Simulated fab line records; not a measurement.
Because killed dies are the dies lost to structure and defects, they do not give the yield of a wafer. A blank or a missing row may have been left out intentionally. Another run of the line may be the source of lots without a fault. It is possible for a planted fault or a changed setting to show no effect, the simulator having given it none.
Code-filled problem report in 8D (eight disciplines) form ; flow sky130 ; the parts of the form that need people (team, actions taken, sign-off) are left out

== 1. WHAT IS WRONG ==
killed_at_M4_up at SKY_PAD_OPEN_PROBE_99 reads a mean of 62.5 on 2 wafers of 2 lots; wafers without a fault read 3.0 with a standard deviation of 1.7. That is +35 standard deviations from the usual mean.
The first sign was on wafer L223.4 at day 49 16:18, on prober-02. At this step, 6 wafers from 2 lots have a number in the record. Rule for "out", or "out of limits": more than 4 standard deviations from the usual mean. The other wafers with a number count as sound.

== 2. WHAT IT IS; WHAT IT IS NOT ==
question;is;is not
which readings at this step;killed_at_M4_up, defect-limited-yield, killed-dies, sort_bin_3_pad_short, sort-n-pass, sort-yield-pct;killed_at_M0_to_M3, killed-at-contacts, killed-at-front-end, killed-at-other, killed-open, killed-short, sort_bin_6_memory
which lots;L223, L228;-
which wafers of those lots;L223.4, L228.3;L223.3, L223.6, L228.2, L228.4
read on which tools;prober-01, prober-02;-
when;from day 49 16:18;"up to then (1 sound wafer); but 3 sound wafers of L223, L228 came after"

== 3. WHAT RULES OUT EACH SUSPECT ==
Counting: any tool at a process step up to the reading remains a suspect provided it ran every lot that is out. Sound lots after the first of them don't rule it out here, since some wafers of a struck lot are sound.
- pvd-sputter-04 at SKY_METAL5_SPUTTER_03 (material Ti, target thk 5 nm, time 3.3 s): kept. It ran every lot that is out, first L223 (day 47 03:40).
Remaining after the count: pvd-sputter-04 at SKY_METAL5_SPUTTER_03.

== 4. THE CAUSE (what the simulator had put in) ==
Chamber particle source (pvd-sputter-04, SKY_METAL5_SPUTTER_03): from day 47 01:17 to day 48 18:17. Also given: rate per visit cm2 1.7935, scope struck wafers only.
Only this tool survived the counting.

== 5. THE CHAIN OF EFFECTS, in route order ==
Each row: a reading whose mean over the struck wafers that have a number lies more than 3 standard deviations from the usual. Readings are gone through only where the record gives a usual standard deviation; hours: the median, over the lots, of the time from a lot's start at the first step in this table giving one to that lot's start at this step; sigmas: the change measured in usual standard deviations.
hours;step;reading;usual;on struck wafers;change;sigmas
0;SKY_PAD_OPEN_PROBE_99;defect-limited-yield;82.5 %;72.7;-9.8;-4.9
0;SKY_PAD_OPEN_PROBE_99;killed_at_M4_up;3.0;62.5;+59.5;+35
0;SKY_PAD_OPEN_PROBE_99;killed-dies;86;134;+48;+5.0
0;SKY_PAD_OPEN_PROBE_99;sort_bin_3_pad_short;0.9 %;5.1;+4.2;+10
0;SKY_PAD_OPEN_PROBE_99;sort-n-pass;406;358;-48;-5.0
0;SKY_PAD_OPEN_PROBE_99;sort-yield-pct;82.5 %;72.7;-9.8;-4.9
Its process steps:
- SKY_PAD_OPEN_PROBE_99

== 6. WHAT WOULD HAVE CAUGHT IT SOONER ==
In this record the first reading out of limits was taken at day 49 16:18, 63 hours after the fault began at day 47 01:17.
No tool reading at SKY_METAL5_SPUTTER_03 that has a usual standard deviation in the record was out on any struck wafer, so an alarm limit of 4 standard deviations on those readings would not have fired.
The start of SKY_METAL5_SPUTTER_03 on pvd-sputter-04 came by day 49 16:18 for every one of the lots that are out (2). Holding the tool at that point would not have protected any of them.
